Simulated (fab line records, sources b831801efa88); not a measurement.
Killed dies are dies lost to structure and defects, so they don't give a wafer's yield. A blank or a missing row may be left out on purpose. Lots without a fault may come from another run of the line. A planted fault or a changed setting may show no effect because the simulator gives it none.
fab line records | flow gf180mcu
record lots=5 wafers=15 last_day=34
route steps=602 shown DNWELL@34 NWELL@42 LVPWELL@54 MVSD@66
lots that met no fault: from a run of the same line without faults
start_h: hours from the record's first day to the start of the lot's first wafer shown | wait_h: hours since the lot's step before | " the same as in the row above | L1.1+2: a row that stands for several wafers | - no value, or no start given | * or withheld: withheld | < > ~ a bound
route shown NAME@n: a module of which the file shows steps, and the number in the route of the first | usual: mean/standard deviation of fault-free wafers | same: alike in all rows | chamber/n: place in a boat | sites: the reading at each site | _std_site: their standard deviation | _edge_site: outer sites' mean less inner sites' | radius_mm: how far each site lies from the wafer's centre | mask NAME#n: copy n | behind: the tool/chamber that last shaped the wafer | hold: why the lot was held/for how many hours/how that ended | device: the transistor (n, p or np) that didn't switch | end of line: the same wafers' tests at the end of the route | a step without rows: its recipe alone | killed: dies lost to structure and defects at the first sort, not the wafer's yield | map: a wafer's dies, x killed, . not, _ none there
set.NAME: the setting as run; set.NAME@STEP: as run at that earlier step | model.NAME: the simulator's own value behind a step, which no gauge read
lots at some steps of the route; a table a step, a row a wafer
services: from which hour (start_h, from the record's first day; less than 0 if before it) a tool's chamber was out of use, for how many hours, and why
## steps
# step GF_DNWELL_COAT_02
# recipe spin_rpm=2000 resist_thk_nm=3000
# columns lot.wafer tool chamber start_h wait_h
L074.1+4+5 litho_track-03 0 35.49 0.1
L076.3+4+6 litho_track-02 0 46.97 0.1
L081.1+2+6 litho_track-03 0 75.29 0.1
L088.1+4+6 litho_track-04 0 109.76 0.1
L097.1+5+6 litho_track-02 0 158.62 0.1
# step GF_DNWELL_SOFTBAKE_03
# recipe temp_c=110 time_s=withheld
# columns lot.wafer tool chamber start_h wait_h
L074.1+4+5 litho_track-03 0 35.64 0.1
L076.3+4+6 litho_track-02 0 47.14 0.1
L081.1+2+6 litho_track-03 0 75.44 0.1
L088.1+4+6 litho_track-04 0 109.91 0.1
L097.1+5+6 litho_track-02 0 158.77 0.1
# step GF_DNWELL_EXPOSE_04
# recipe mask_id=DNWELL target_cd_nm=1700 na=0.6 source_shape=conventional sigma_outer=0.6 dose_mj=260
# usual focus_offset_nm=0.0/0.57
# same na=0.6
# columns lot.wafer tool chamber start_h wait_h mask focus_offset_nm
L074.1 iline_stepper-02 0 - - DNWELL#0 0.5
L074.4 " 0 " " DNWELL#0 0.5
L074.5 " 0 " " DNWELL#0 0.9
L076.3 iline_stepper-01 0 - - DNWELL#0 -1.2
L076.4 " 0 " " DNWELL#0 -0.2
L076.6 " 0 " " DNWELL#0 -0.2
L081.1 iline_stepper-01 0 - - DNWELL#0 -0.2
L081.2 " 0 " " DNWELL#0 1.2
L081.6 " 0 " " DNWELL#0 0.6
L088.1 iline_stepper-02 0 - - DNWELL#0 -0.7
L088.4 " 0 " " DNWELL#0 -0.4
L088.6 " 0 " " DNWELL#0 -0.6
L097.1 iline_stepper-02 0 - - DNWELL#0 -0.1
L097.5 " 0 " " DNWELL#0 -1.4
L097.6 " 0 " " DNWELL#0 -1.3
# step GF_DNWELL_PEB_05
# recipe temp_c=115 time_s=withheld
# columns lot.wafer tool chamber start_h wait_h
L074.1+4+5 litho_track-04 0 - -
L076.3+4+6 litho_track-03 0 - -
L081.1+2+6 litho_track-03 0 - -
L088.1+4+6 litho_track-02 0 - -
L097.1+5+6 litho_track-03 0 - -
# step GF_DNWELL_DEVELOP_06
# recipe wall_angle_deg=90 develop_time_s=60 dev_temp_c=23
# columns lot.wafer tool chamber start_h wait_h
L074.1+4+5 litho_track-04 0 - -
L076.3+4+6 litho_track-03 0 - -
L081.1+2+6 litho_track-03 0 - -
L088.1+4+6 litho_track-02 0 - -
L097.1+5+6 litho_track-03 0 - -
# step GF_DNWELL_IMPLANT_07
# recipe species=P energy_kev=1500 dose_cm2=1e+13 tilt_deg=0
# usual end_station_pressure_torr=5.08e-06/2.8e-07 faraday_current_uA=56.4/1.1
# columns lot.wafer tool chamber start_h wait_h end_station_pressure_torr faraday_current_uA
L074.1 implanter-04 0 42.36 - 5.1e-06 55.8
L074.4 " 0 " " 5.17e-06 54.6
L074.5 " 0 " " 5.06e-06 55.6
L076.3 implanter-03 0 53.29 - 5.12e-06 55.7
L076.4 " 0 " " 4.84e-06 57.4
L076.6 " 0 " " 4.97e-06 55.6
L081.1 implanter-01 0 81.84 - 4.81e-06 55.2
L081.2 " 0 " " 4.74e-06 56.7
L081.6 " 0 " " 5.01e-06 54.9
L088.1 implanter-04 0 116.67 - 4.54e-06 56.9
L088.4 " 0 " " 4.7e-06 53.8
L088.6 " 0 " " 5.22e-06 55.6
L097.1 implanter-03 0 166.64 - 5.13e-06 57.9
L097.5 " 0 " " 5.14e-06 55.2
L097.6 " 0 " " 5.36e-06 57.2
# step GF_DNWELL_STRIP_08
# recipe chemistry=O2/N2 power_w=1400 pressure_mtorr=1500 platen_temp_c=250 o2_flow_sccm=3000 n2_flow_sccm=300 overash_fraction=0.5
# usual drypump_motor_current_A=5.8/0.46 heater_power_w=302/38 oes_product_au=0.722/0.0045 strip_time_to_endpoint_s=36.95/0.11
# columns lot.wafer tool chamber start_h wait_h drypump_motor_current_A heater_power_w oes_product_au rf_hours_counter_h strip_time_to_endpoint_s
L074.1 plasma_asher-02 1 42.51 0.1 5.6 337 0.720 35 36.94
L074.4 " 1 " " 5.6 333 0.721 - 37.02
L074.5 " 0 " " 6.5 292 0.731 - 37.05
L076.3 plasma_asher-01 1 53.43 0.1 5.7 360 0.716 - 37.02
L076.4 " 0 " " 5.8 251 0.726 - 37.01
L076.6 " 1 " " 5.7 366 0.724 - 36.90
L081.1 plasma_asher-01 1 81.99 0.1 5.7 353 0.721 29 36.96
L081.2 " 0 " " 5.8 250 0.728 29 36.84
L081.6 " 1 " " 5.7 361 0.720 - 36.90
L088.1 plasma_asher-04 1 116.82 0.1 4.9 314 0.711 49 36.99
L088.4 " 1 " " 4.8 307 0.716 - 37.09
L088.6 " 1 " " 4.9 312 0.713 - 36.99
L097.1 plasma_asher-02 0 166.79 0.1 6.4 285 0.720 5 36.68
L097.5 " 0 " " 6.4 283 0.728 - 36.76
L097.6 " 1 " " 5.6 323 0.728 - 36.87
# step GF_DNWELL_TW_MEAS_09
# usual DNWELL_TW=1362/12
# columns lot.wafer tool chamber start_h wait_h DNWELL_TW
L074.1 film_metro-01 - 42.61 0.1 1354
L074.4 " - " " 1360
L074.5 " - " " 1362
L076.3 film_metro-04 - 53.51 0.1 1372
L076.4 " - " " 1374
L076.6 " - " " 1367
L081.1 film_metro-01 - 82.09 0.1 1364
L081.2 " - " " 1369
L081.6 " - " " 1369
L088.1 film_metro-01 - 116.92 0.1 1340
L088.4 " - " " 1345
L088.6 " - " " 1342
L097.1 film_metro-01 - 166.90 0.1 1368
L097.5 " - " " 1365
L097.6 " - " " 1367
# step GF_NWELL_DEHYDRATE_00
# recipe temp_c=200 time_s=60
# columns lot.wafer tool chamber start_h wait_h
L074.1+4+5 litho_track-03 0 48.14 5.5
L076.3+4+6 litho_track-03 0 59.74 6.2
L081.1+2+6 litho_track-01 0 89.06 7.0
L088.1+4+6 litho_track-01 0 123.66 6.7
L097.1+5+6 litho_track-03 0 174.64 7.7
# step GF_NWELL_HMDS_01
# recipe prime_time_s=60 prime_temp_c=120
# columns lot.wafer tool chamber start_h wait_h
L074.1+4+5 litho_track-03 0 48.29 0.1
L076.3+4+6 litho_track-03 0 59.89 0.1
L081.1+2+6 litho_track-01 0 89.21 0.1
L088.1+4+6 litho_track-01 0 123.81 0.1
L097.1+5+6 litho_track-03 0 174.79 0.1
# step GF_NWELL_COAT_02
# recipe spin_rpm=2000 resist_thk_nm=3000
# columns lot.wafer tool chamber start_h wait_h
L074.1+4+5 litho_track-03 0 48.44 0.1
L076.3+4+6 litho_track-03 0 60.04 0.1
L081.1+2+6 litho_track-01 0 89.36 0.1
L088.1+4+6 litho_track-01 0 123.96 0.1
L097.1+5+6 litho_track-03 0 174.94 0.1
# step GF_NWELL_SOFTBAKE_03
# recipe temp_c=110 time_s=withheld
# columns lot.wafer tool chamber start_h wait_h
L074.1+4+5 litho_track-03 0 48.59 0.1
L076.3+4+6 litho_track-03 0 60.21 0.1
L081.1+2+6 litho_track-01 0 89.51 0.1
L088.1+4+6 litho_track-01 0 124.11 0.1
L097.1+5+6 litho_track-03 0 175.09 0.1
# step GF_NWELL_EXPOSE_04
# recipe mask_id=Nwell target_cd_nm=860 na=0.6 source_shape=conventional sigma_outer=0.6 dose_mj=260
# usual focus_offset_nm=0.0/0.56
# same na=0.6
# columns lot.wafer tool chamber start_h wait_h mask focus_offset_nm
L074.1 iline_stepper-01 0 - - Nwell#0 -0.6
L074.4 " 0 " " Nwell#0 1.0
L074.5 " 0 " " Nwell#0 0.2
L076.3 iline_stepper-02 0 - - Nwell#0 -0.4
L076.4 " 0 " " Nwell#0 -1.0
L076.6 " 0 " " Nwell#0 -0.9
L081.1 iline_stepper-01 0 - - Nwell#0 -0.4
L081.2 " 0 " " Nwell#0 -0.2
L081.6 " 0 " " Nwell#0 1.0
L088.1 iline_stepper-02 0 - - Nwell#0 -0.7
L088.4 " 0 " " Nwell#0 0.4
L088.6 " 0 " " Nwell#0 -0.4
L097.1 iline_stepper-01 0 - - Nwell#0 0.1
L097.5 " 0 " " Nwell#0 0.0
L097.6 " 0 " " Nwell#0 0.0
# step GF_NWELL_PEB_05
# recipe temp_c=115 time_s=withheld
# columns lot.wafer tool chamber start_h wait_h
L074.1+4+5 litho_track-01 0 - -
L076.3+4+6 litho_track-04 0 - -
L081.1+2+6 litho_track-04 0 - -
L088.1+4+6 litho_track-01 0 - -
L097.1+5+6 litho_track-01 0 - -
# step GF_NWELL_DEVELOP_06
# recipe wall_angle_deg=90 develop_time_s=61.9 dev_temp_c=23
# columns lot.wafer tool chamber start_h wait_h
L074.1+4+5 litho_track-01 0 - -
L076.3+4+6 litho_track-04 0 - -
L081.1+2+6 litho_track-04 0 - -
L088.1+4+6 litho_track-01 0 - -
L097.1+5+6 litho_track-01 0 - -
# step GF_NWELL_OVL_MEAS_07
# usual NWELL_OVL=0.1/1.4
# columns lot.wafer tool chamber start_h wait_h NWELL_OVL[nm]
L074.1 overlay-01 - 54.56 - 2.5
L074.4 " - " " 2.3
L074.5 " - " " 0.9
L076.3 overlay-01 - 66.57 - 0.4
L076.4 " - " " -1.0
L076.6 " - " " -1.2
L081.1 overlay-02 - 96.76 - 1.4
L081.2 " - " " 0.5
L081.6 " - " " 0.7
L088.1 overlay-01 - 131.71 - -1.1
L088.4 " - " " -2.6
L088.6 " - " " -1.7
L097.1 overlay-02 - 183.21 - 0.9
L097.5 " - " " -0.1
L097.6 " - " " 0.0
# step GF_NWELL_IMPLANT_08
# recipe species=P energy_kev=450 dose_cm2=1.5e+13 tilt_deg=0
# usual end_station_pressure_torr=5.04e-06/2.5e-07 faraday_current_uA=84.6/1.5
# columns lot.wafer tool chamber start_h wait_h end_station_pressure_torr faraday_current_uA
L074.1 implanter-02 0 54.59 0.0 4.89e-06 83.5
L074.4 " 0 " " 4.85e-06 83.9
L074.5 " 0 " " 4.86e-06 86.6
L076.3 implanter-01 0 66.64 0.1 5.14e-06 84.3
L076.4 " 0 " " 4.89e-06 84.1
L076.6 " 0 " " 5.54e-06 86.4
L081.1 implanter-02 0 96.79 0.0 4.8e-06 83.2
L081.2 " 0 " " 5.1e-06 85.5
L081.6 " 0 " " 5.13e-06 83.9
L088.1 implanter-01 0 131.74 0.0 4.86e-06 82.6
L088.4 " 0 " " 4.93e-06 85.9
L088.6 " 0 " " 4.99e-06 81.2
L097.1 implanter-03 0 183.24 0.0 4.86e-06 87.1
L097.5 " 0 " " 5.44e-06 85.1
L097.6 " 0 " " 4.72e-06 86.4
# step GF_NWELL_IMPLANT_09
# recipe species=P energy_kev=160 dose_cm2=4e+12 tilt_deg=0
# usual end_station_pressure_torr=4.99e-06/2.4e-07 faraday_current_uA=22.6/0.45
# columns lot.wafer tool chamber start_h wait_h end_station_pressure_torr faraday_current_uA
L074.1 implanter-02 0 54.74 0.1 5.27e-06 22.7
L074.4 " 0 " " 4.86e-06 23.8
L074.5 " 0 " " 5.04e-06 22.6
L076.3 implanter-01 0 66.79 0.1 4.7e-06 22.3
L076.4 " 0 " " 4.45e-06 23.1
L076.6 " 0 " " 4.94e-06 22.8
L081.1 implanter-02 0 96.94 0.1 5.19e-06 23.0
L081.2 " 0 " " 5.01e-06 22.8
L081.6 " 0 " " 5.05e-06 21.5
L088.1 implanter-01 0 131.89 0.1 4.8e-06 22.8
L088.4 " 0 " " 4.73e-06 21.2
L088.6 " 0 " " 4.96e-06 22.9
L097.1 implanter-03 0 183.39 0.1 4.75e-06 22.8
L097.5 " 0 " " 5.21e-06 22.4
L097.6 " 0 " " 4.91e-06 22.6
# step GF_NWELL_STRIP_10
# recipe chemistry=O2/N2 power_w=1400 pressure_mtorr=1500 platen_temp_c=250 o2_flow_sccm=3000 n2_flow_sccm=300 overash_fraction=0.5
# usual drypump_motor_current_A=5.8/0.38 heater_power_w=320/49 oes_product_au=0.722/0.005 strip_time_to_endpoint_s=37.00/0.087
# columns lot.wafer tool chamber start_h wait_h drypump_motor_current_A heater_power_w oes_product_au rf_hours_counter_h strip_time_to_endpoint_s
L074.1 plasma_asher-03 1 54.89 0.1 6.3 364 0.729 40 36.98
L074.4 " 0 " " 5.7 373 0.721 - 37.00
L074.5 " 1 " " 6.3 362 0.723 - 37.00
L076.3 plasma_asher-01 0 66.93 0.1 5.8 246 0.715 - 36.96
L076.4 " 1 " " 5.7 343 0.725 - 36.92
L076.6 " 1 " " 5.7 356 0.733 - 37.01
L081.1 plasma_asher-01 0 97.09 0.1 5.8 254 0.721 30 36.97
L081.2 " 1 " " 5.7 358 0.723 30 37.11
L081.6 " 1 " " 5.7 352 0.722 - 37.05
L088.1 plasma_asher-03 1 132.04 0.1 6.3 360 0.726 48 37.13
L088.4 " 0 " " 5.7 372 0.723 - 37.16
L088.6 " 1 " " 6.3 343 0.722 - 37.07
L097.1 plasma_asher-04 0 183.54 0.1 6.0 261 0.720 56 37.10
L097.5 " 0 " " 6.0 267 0.716 - 37.00
L097.6 " 1 " " 4.9 316 0.714 - 37.08
# step GF_NWELL_TW_MEAS_11
# usual NWELL_TW=1584/19
# columns lot.wafer tool chamber start_h wait_h NWELL_TW
L074.1 film_metro-03 - 54.99 0.1 1573
L074.4 " - " " 1575
L074.5 " - " " 1580
L076.3 film_metro-03 - 67.01 0.1 1567
L076.4 " - " " 1571
L076.6 " - " " 1576
L081.1 film_metro-02 - 97.19 0.1 1575
L081.2 " - " " 1575
L081.6 " - " " 1572
L088.1 film_metro-02 - 132.14 0.1 1556
L088.4 " - " " 1563
L088.6 " - " " 1565
L097.1 film_metro-04 - 183.64 0.1 1618
L097.5 " - " " 1614
L097.6 " - " " 1617
# step GF_LVPWELL_DEHYDRATE_00
# recipe temp_c=200 time_s=60
# columns lot.wafer tool chamber start_h wait_h
L074.1+4+5 litho_track-02 0 61.32 6.3
L076.3+4+6 litho_track-01 0 72.86 5.8
L081.1+2+6 litho_track-02 0 103.27 6.1
L088.1+4+6 litho_track-02 0 138.82 6.7
L097.1+5+6 litho_track-01 0 191.56 7.9
# step GF_LVPWELL_HMDS_01
# recipe prime_time_s=60 prime_temp_c=120
# columns lot.wafer tool chamber start_h wait_h
L074.1+4+5 litho_track-02 0 61.47 0.1
L076.3+4+6 litho_track-01 0 73.01 0.1
L081.1+2+6 litho_track-02 0 103.42 0.1
L088.1+4+6 litho_track-02 0 138.97 0.1
L097.1+5+6 litho_track-01 0 191.71 0.1
# step GF_LVPWELL_COAT_02
# recipe spin_rpm=2000 resist_thk_nm=3000
# columns lot.wafer tool chamber start_h wait_h
L074.1+4+5 litho_track-02 0 61.62 0.1
L076.3+4+6 litho_track-01 0 73.16 0.1
L081.1+2+6 litho_track-02 0 103.57 0.1
L088.1+4+6 litho_track-02 0 139.12 0.1
L097.1+5+6 litho_track-01 0 191.86 0.1
# step GF_LVPWELL_SOFTBAKE_03
# recipe temp_c=110 time_s=withheld
# columns lot.wafer tool chamber start_h wait_h
L074.1+4+5 litho_track-02 0 61.77 0.1
L076.3+4+6 litho_track-01 0 73.32 0.1
L081.1+2+6 litho_track-02 0 103.72 0.1
L088.1+4+6 litho_track-02 0 139.27 0.1
L097.1+5+6 litho_track-01 0 192.01 0.1
# step GF_LVPWELL_EXPOSE_04
# recipe mask_id=LVPWELL target_cd_nm=600 na=0.6 source_shape=conventional sigma_outer=0.6 dose_mj=260
# usual focus_offset_nm=0.1/0.51
# same na=0.6
# columns lot.wafer tool chamber start_h wait_h mask focus_offset_nm
L074.1 iline_stepper-01 0 - - LVPWELL#0 -0.4
L074.4 " 0 " " LVPWELL#0 -0.1
L074.5 " 0 " " LVPWELL#0 0.1
L076.3 iline_stepper-02 0 - - LVPWELL#0 0.5
L076.4 " 0 " " LVPWELL#0 0.2
L076.6 " 0 " " LVPWELL#0 0.5
L081.1 iline_stepper-02 0 - - LVPWELL#0 -0.4
L081.2 " 0 " " LVPWELL#0 -0.4
L081.6 " 0 " " LVPWELL#0 0.4
L088.1 iline_stepper-01 0 - - LVPWELL#0 0.2
L088.4 " 0 " " LVPWELL#0 0.1
L088.6 " 0 " " LVPWELL#0 -0.5
L097.1 iline_stepper-02 0 - - LVPWELL#0 1.1
L097.5 " 0 " " LVPWELL#0 0.1
L097.6 " 0 " " LVPWELL#0 0.4
# step GF_LVPWELL_PEB_05
# recipe temp_c=115 time_s=withheld
# columns lot.wafer tool chamber start_h wait_h
L074.1+4+5 litho_track-02 0 - -
L076.3+4+6 litho_track-02 0 - -
L081.1+2+6 litho_track-03 0 - -
L088.1+4+6 litho_track-02 0 - -
L097.1+5+6 litho_track-02 0 - -
# step GF_LVPWELL_DEVELOP_06
# recipe wall_angle_deg=90 develop_time_s=60 dev_temp_c=23
# columns lot.wafer tool chamber start_h wait_h
L074.1+4+5 litho_track-02 0 - -
L076.3+4+6 litho_track-02 0 - -
L081.1+2+6 litho_track-03 0 - -
L088.1+4+6 litho_track-02 0 - -
L097.1+5+6 litho_track-02 0 - -
# step GF_LVPWELL_OVL_MEAS_07
# usual LVPWELL_OVL=0.4/1.6
# columns lot.wafer tool chamber start_h wait_h LVPWELL_OVL[nm]
L074.1 overlay-01 - 68.12 - -2.8
L074.4 " - " " -3.3
L074.5 " - " " -2.5
L076.3 overlay-01 - 80.43 - 2.5
L076.4 " - " " 1.7
L076.6 " - " " 1.7
L081.1 overlay-02 - 110.89 - -0.1
L081.2 " - " " 0.3
L081.6 " - " " 0.5
L088.1 overlay-01 - 147.12 - -0.5
L088.4 " - " " 1.2
L088.6 " - " " -1.1
L097.1 overlay-02 - 200.17 - 0.5
L097.5 " - " " 3.2
L097.6 " - " " 0.7
# step GF_LVPWELL_IMPLANT_08
# recipe species=B energy_kev=170 dose_cm2=1.5e+13 tilt_deg=0
# usual end_station_pressure_torr=5.07e-06/2.4e-07 faraday_current_uA=84.7/1.9
# columns lot.wafer tool chamber start_h wait_h end_station_pressure_torr faraday_current_uA
L074.1 implanter-04 0 68.16 0.0 5.11e-06 84.0
L074.4 " 0 " " 4.87e-06 84.2
L074.5 " 0 " " 4.45e-06 84.1
L076.3 implanter-04 0 80.51 0.1 4.89e-06 82.8
L076.4 " 0 " " 5.42e-06 81.4
L076.6 " 0 " " 4.76e-06 84.7
L081.1 implanter-04 0 110.93 0.0 5.54e-06 85.1
L081.2 " 0 " " 5.44e-06 86.2
L081.6 " 0 " " 5.01e-06 81.3
L088.1 implanter-01 0 147.16 0.0 4.89e-06 83.3
L088.4 " 0 " " 5.15e-06 85.6
L088.6 " 0 " " 5.28e-06 85.2
L097.1 implanter-01 0 200.21 0.0 5.42e-06 83.8
L097.5 " 0 " " 4.97e-06 83.5
L097.6 " 0 " " 5.43e-06 82.8
# step GF_LVPWELL_IMPLANT_09
# recipe species=B energy_kev=60 dose_cm2=5e+12 tilt_deg=0
# usual end_station_pressure_torr=5.06e-06/2.8e-07 faraday_current_uA=28.2/0.56
# columns lot.wafer tool chamber start_h wait_h end_station_pressure_torr faraday_current_uA
L074.1 implanter-04 0 68.31 0.1 5.03e-06 28.9
L074.4 " 0 " " 4.59e-06 28.3
L074.5 " 0 " " 4.99e-06 29.9
L076.3 implanter-04 0 80.66 0.1 5.01e-06 27.8
L076.4 " 0 " " 4.72e-06 28.3
L076.6 " 0 " " 5.12e-06 28.6
L081.1 implanter-04 0 111.08 0.1 5.27e-06 28.3
L081.2 " 0 " " 4.9e-06 28.2
L081.6 " 0 " " 4.82e-06 28.7
L088.1 implanter-01 0 147.31 0.1 4.97e-06 28.5
L088.4 " 0 " " 5.33e-06 28.5
L088.6 " 0 " " 4.58e-06 28.4
L097.1 implanter-01 0 200.36 0.1 5.26e-06 28.4
L097.5 " 0 " " 5.33e-06 28.5
L097.6 " 0 " " 5.22e-06 28.7
# step GF_LVPWELL_STRIP_10
# recipe chemistry=O2/N2 power_w=1400 pressure_mtorr=1500 platen_temp_c=250 o2_flow_sccm=3000 n2_flow_sccm=300 overash_fraction=0.5
# usual drypump_motor_current_A=5.9/0.33 heater_power_w=329/40 oes_product_au=0.723/0.0045 strip_time_to_endpoint_s=36.96/0.092
# columns lot.wafer tool chamber start_h wait_h drypump_motor_current_A heater_power_w oes_product_au rf_hours_counter_h strip_time_to_endpoint_s
L074.1 plasma_asher-03 0 68.46 0.1 5.6 381 0.722 42 37.00
L074.4 " 0 " " 5.7 367 0.720 - 37.00
L074.5 " 0 " " 5.6 364 0.722 - 37.00
L076.3 plasma_asher-01 1 80.79 0.1 5.7 356 0.725 - 36.91
L076.4 " 0 " " 5.8 253 0.726 - 36.93
L076.6 " 0 " " 5.8 250 0.722 - 37.05
L081.1 plasma_asher-03 0 111.23 0.1 5.6 367 0.727 46 36.83
L081.2 " 1 " " 6.3 346 0.727 46 36.88
L081.6 " 1 " " 6.3 352 0.722 - 36.84
L088.1 plasma_asher-01 0 147.46 0.1 5.8 248 0.719 36 36.93
L088.4 " 1 " " 5.6 359 0.718 - 36.94
L088.6 " 1 " " 5.6 351 0.730 - 36.95
L097.1 plasma_asher-02 0 200.51 0.1 6.5 292 0.723 7 37.14
L097.5 " 1 " " 5.6 321 0.720 - 36.98
L097.6 " 0 " " 6.5 285 0.728 - 36.99
# step GF_LVPWELL_TW_MEAS_11
# usual LVPWELL_TW=565/7.3
# columns lot.wafer tool chamber start_h wait_h LVPWELL_TW
L074.1 film_metro-04 - 68.56 0.1 570
L074.4 " - " " 564
L074.5 " - " " 569
L076.3 film_metro-04 - 80.88 0.1 568
L076.4 " - " " 568
L076.6 " - " " 566
L081.1 film_metro-03 - 111.33 0.1 557
L081.2 " - " " 560
L081.6 " - " " 557
L088.1 film_metro-02 - 147.56 0.1 562
L088.4 " - " " 561
L088.6 " - " " 558
L097.1 film_metro-04 - 200.61 0.1 572
L097.5 " - " " 572
L097.6 " - " " 571
# step GF_MVSD_DEHYDRATE_00
# recipe temp_c=200 time_s=60
# columns lot.wafer tool chamber start_h wait_h
L074.1+4+5 litho_track-02 0 74.37 5.8
L076.3+4+6 litho_track-02 0 87.07 6.2
L081.1+2+6 litho_track-04 0 117.66 6.3
L088.1+4+6 litho_track-04 0 154.40 6.8
L097.1+5+6 litho_track-01 0 208.21 7.6
# step GF_MVSD_HMDS_01
# recipe prime_time_s=60 prime_temp_c=120
# columns lot.wafer tool chamber start_h wait_h
L074.1+4+5 litho_track-02 0 74.52 0.1
L076.3+4+6 litho_track-02 0 87.22 0.1
L081.1+2+6 litho_track-04 0 117.81 0.1
L088.1+4+6 litho_track-04 0 154.55 0.1
L097.1+5+6 litho_track-01 0 208.36 0.1
# step GF_MVSD_COAT_02
# recipe spin_rpm=2000 resist_thk_nm=3000
# columns lot.wafer tool chamber start_h wait_h
L074.1+4+5 litho_track-02 0 74.67 0.1
L076.3+4+6 litho_track-02 0 87.37 0.1
L081.1+2+6 litho_track-04 0 117.96 0.1
L088.1+4+6 litho_track-04 0 154.70 0.1
L097.1+5+6 litho_track-01 0 208.51 0.1
# step GF_MVSD_SOFTBAKE_03
# recipe temp_c=110 time_s=withheld
# columns lot.wafer tool chamber start_h wait_h
L074.1+4+5 litho_track-02 0 74.82 0.1
L076.3+4+6 litho_track-02 0 87.54 0.1
L081.1+2+6 litho_track-04 0 118.11 0.1
L088.1+4+6 litho_track-04 0 154.85 0.1
L097.1+5+6 litho_track-01 0 208.66 0.1
# step GF_MVSD_EXPOSE_04
# recipe mask_id=MVSD target_cd_nm=1000 na=0.6 source_shape=conventional sigma_outer=0.6 dose_mj=260
# usual focus_offset_nm=-0.1/0.59
# same na=0.6
# columns lot.wafer tool chamber start_h wait_h mask focus_offset_nm
L074.1 iline_stepper-01 0 - - MVSD#0 0.2
L074.4 " 0 " " MVSD#0 -0.5
L074.5 " 0 " " MVSD#0 0.3
L076.3 iline_stepper-01 0 - - MVSD#0 -1.2
L076.4 " 0 " " MVSD#0 0.2
L076.6 " 0 " " MVSD#0 -0.1
L081.1 iline_stepper-01 0 - - MVSD#0 -0.3
L081.2 " 0 " " MVSD#0 -0.2
L081.6 " 0 " " MVSD#0 -0.1
L088.1 iline_stepper-02 0 - - MVSD#0 -0.1
L088.4 " 0 " " MVSD#0 -0.3
L088.6 " 0 " " MVSD#0 -0.3
L097.1 iline_stepper-02 0 - - MVSD#0 -0.1
L097.5 " 0 " " MVSD#0 -0.3
L097.6 " 0 " " MVSD#0 -0.7
# step GF_MVSD_PEB_05
# recipe temp_c=115 time_s=withheld
# columns lot.wafer tool chamber start_h wait_h
L074.1+4+5 litho_track-01 0 - -
L076.3+4+6 litho_track-04 0 - -
L081.1+2+6 litho_track-02 0 - -
L088.1+4+6 litho_track-02 0 - -
L097.1+5+6 litho_track-04 0 - -
# step GF_MVSD_DEVELOP_06
# recipe wall_angle_deg=90 develop_time_s=60 dev_temp_c=23
# columns lot.wafer tool chamber start_h wait_h
L074.1+4+5 litho_track-01 0 - -
L076.3+4+6 litho_track-04 0 - -
L081.1+2+6 litho_track-02 0 - -
L088.1+4+6 litho_track-02 0 - -
L097.1+5+6 litho_track-04 0 - -
# step GF_MVSD_OVL_MEAS_07
# usual MVSD_OVL=-0.4/1.3
# columns lot.wafer tool chamber start_h wait_h MVSD_OVL[nm]
L074.1 overlay-01 - 81.36 - -1.4
L074.4 " - " " -0.9
L074.5 " - " " -1.0
L076.3 overlay-02 - 94.72 - 0.7
L076.4 " - " " 1.4
L076.6 " - " " 0.7
L081.1 overlay-02 - 125.87 - -0.2
L081.2 " - " " 0.0
L081.6 " - " " -0.4
L088.1 overlay-02 - 162.72 - -4.0
L088.4 " - " " -1.9
L088.6 " - " " -1.6
L097.1 overlay-02 - 217.30 - -0.4
L097.5 " - " " -1.0
L097.6 " - " " -0.6
# step GF_MVSD_IMPLANT_08
# recipe species=P energy_kev=400 dose_cm2=1.631e+13 tilt_deg=0
# usual end_station_pressure_torr=5.07e-06/2.8e-07 faraday_current_uA=91.9/1.8
# columns lot.wafer tool chamber start_h wait_h end_station_pressure_torr faraday_current_uA
L074.1 implanter-04 0 81.39 0.0 5.23e-06 93.4
L074.4 " 0 " " 4.9e-06 89.5
L074.5 " 0 " " 4.85e-06 91.6
L076.3 implanter-02 0 94.79 0.1 5.17e-06 90.7
L076.4 " 0 " " 5.07e-06 92.9
L076.6 " 0 " " 4.86e-06 93.5
L081.1 implanter-04 0 125.91 0.0 4.88e-06 92.1
L081.2 " 0 " " 5.27e-06 93.5
L081.6 " 0 " " 5.31e-06 94.9
L088.1 implanter-04 0 162.76 0.0 5.3e-06 91.9
L088.4 " 0 " " 4.62e-06 94.4
L088.6 " 0 " " 5.02e-06 91.5
L097.1 implanter-03 0 217.34 0.0 4.79e-06 90.7
L097.5 " 0 " " 4.89e-06 90.2
L097.6 " 0 " " 5.07e-06 89.6
# step GF_MVSD_IMPLANT_09
# recipe species=P energy_kev=100 dose_cm2=5e+12 tilt_deg=0
# usual end_station_pressure_torr=5.03e-06/2.8e-07 faraday_current_uA=28.3/0.56
# columns lot.wafer tool chamber start_h wait_h end_station_pressure_torr faraday_current_uA
L074.1 implanter-04 0 81.54 0.1 5.01e-06 28.4
L074.4 " 0 " " 5.28e-06 28.4
L074.5 " 0 " " 5.24e-06 28.3
L076.3 implanter-02 0 94.94 0.1 5e-06 27.7
L076.4 " 0 " " 5.03e-06 28.4
L076.6 " 0 " " 4.99e-06 29.0
L081.1 implanter-04 0 126.06 0.1 5.36e-06 28.3
L081.2 " 0 " " 4.78e-06 28.3
L081.6 " 0 " " 4.6e-06 28.2
L088.1 implanter-04 0 162.91 0.1 5.03e-06 28.2
L088.4 " 0 " " 5.57e-06 28.9
L088.6 " 0 " " 5.29e-06 28.4
L097.1 implanter-03 0 217.49 0.1 4.99e-06 28.5
L097.5 " 0 " " 5.28e-06 29.0
L097.6 " 0 " " 5.64e-06 27.8
## services
# columns tool chamber start_h hours kind
implanter-01 - 20.32 0.6 repair
iline_stepper-01 - 29.26 8.0 repair
implanter-03 - 31.12 4.4 pm
plasma_asher-02 - 36.26 3.0 repair
plasma_asher-04 - 41.93 9.7 repair
implanter-01 - 44.29 5.4 pm
plasma_asher-01 - 54.96 5.2 repair
implanter-03 - 57.37 106.3 pm
implanter-02 - 66.34 4.5 pm
iline_stepper-02 - 69.01 1.2 repair
implanter-02 - 71.14 3.1 pm
plasma_asher-02 - 98.91 2.2 repair
implanter-04 - 105.04 5.8 pm
plasma_asher-03 - 108.45 1.4 repair
plasma_asher-02 - 108.75 9.0 pm
implanter-02 - 110.89 81.1 pm
implanter-01 - 123.72 0.9 repair
iline_stepper-01 - 145.36 8.2 repair
iline_stepper-01 - 155.39 1.7 pm
plasma_asher-02 - 160.71 2.9 repair
plasma_asher-02 - 182.23 7.0 repair
iline_stepper-02 - 186.10 1.7 pm
plasma_asher-02 - 191.31 8.0 repair
iline_stepper-01 - 217.22 13.2 repair
## key
fault none
